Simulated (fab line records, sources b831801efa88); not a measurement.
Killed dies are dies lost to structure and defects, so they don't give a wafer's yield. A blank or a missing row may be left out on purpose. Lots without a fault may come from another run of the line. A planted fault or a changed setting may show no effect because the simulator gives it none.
Which tool did it? | flow sky130 | 11 lots, 32 wafers sampled, at 2 steps of a route of 708

WHAT THE GAUGES READ, wafer by wafer
SKY_FIELD_ISO_THK_MEAS_02.
lot  | measured    | on            | FIELD_ISO_OXIDATION_00_THK (nm)
L928 | day 1 12:34 | film_metro-02 | 12.11 12.02 12.09
L929 | day 1 16:38 | film_metro-03 | 12.38 12.23 12.11
L931 | day 2 02:38 | film_metro-02 | 11.80 11.87 11.91
L933 | day 2 13:34 | film_metro-02 | 12.10 12.22 11.92
L934 | day 2 19:37 | film_metro-01 | 11.58 11.73 11.62
L941 | day 4 04:40 | film_metro-01 | 12.32 12.10
L943 | day 4 18:18 | film_metro-01 | 12.01 11.83 11.88
L945 | day 5 01:09 | film_metro-03 | 12.39 12.11 12.41
L947 | day 5 13:09 | film_metro-02 | 12.06 11.83 11.96
L948 | day 5 16:08 | film_metro-02 | 11.76 11.93 11.72
L951 | day 6 06:38 | film_metro-03 | 11.73 11.75 11.81

SKY_PWDE_TW_MEAS_10.
lot  | measured    | on            | PWDE_TW
L928 | day 4 04:52 | film_metro-03 | 377.8 375.6 374.2
L929 | day 4 07:46 | film_metro-04 | 372.1 369.0 371.2
L931 | day 4 10:55 | film_metro-01 | 374.0 376.9 374.6
L933 | day 5 00:07 | film_metro-01 | 377.0 378.2 379.6
L934 | day 5 06:18 | film_metro-01 | 374.5 374.3 377.0
L941 | day 7 02:04 | film_metro-03 | 371.4 371.7
L943 | day 7 12:33 | film_metro-04 | 371.8 368.5 367.9
L945 | day 7 19:36 | film_metro-03 | 371.1 372.5 370.4
L947 | day 8 10:42 | film_metro-03 | 373.0 371.1 372.8
L948 | day 8 10:58 | film_metro-04 | 373.7 372.8 375.8
L951 | day 9 08:04 | film_metro-04 | 374.1 374.4 373.6

WHICH TOOL RAN EACH LOT (tool, then ch and the chambers of the sampled wafers, then the start)
The record holds no process step before these readings.

WHAT THE TOOLS THEMSELVES READ (means of the sampled wafers that have a number; where no wafer has one, the mark that the record gives instead)
The record holds no such reading with a usual standard deviation.

THE ANSWER, worked out from the rows above alone
Rule: what is usual is taken from the lots themselves. Put in order of their means at a reading, lots are off if they are a third of the lots or fewer, leave a main group of 4 or more, and stand apart from it by a gap of 3 or more times the standard deviation of the main group's means; of several such gaps the widest counts. A main group whose means are all the same, to the digits that the tables above print for the reading, isn't used. A lot without any number at a reading at which 4 lots or more have one is off too. The other lots that the step has rows for count as sound. The gauges are gone through in route order, then the tools' own readings, and for those a lot's mean is taken as printed above. The first step at which some lot is off is used, and at that step the reading that is off furthest; a lot without a number counts as furthest.
No lot is off at any reading shown: from this, nothing can be told.

WHAT THE SIMULATOR HAD PUT IN
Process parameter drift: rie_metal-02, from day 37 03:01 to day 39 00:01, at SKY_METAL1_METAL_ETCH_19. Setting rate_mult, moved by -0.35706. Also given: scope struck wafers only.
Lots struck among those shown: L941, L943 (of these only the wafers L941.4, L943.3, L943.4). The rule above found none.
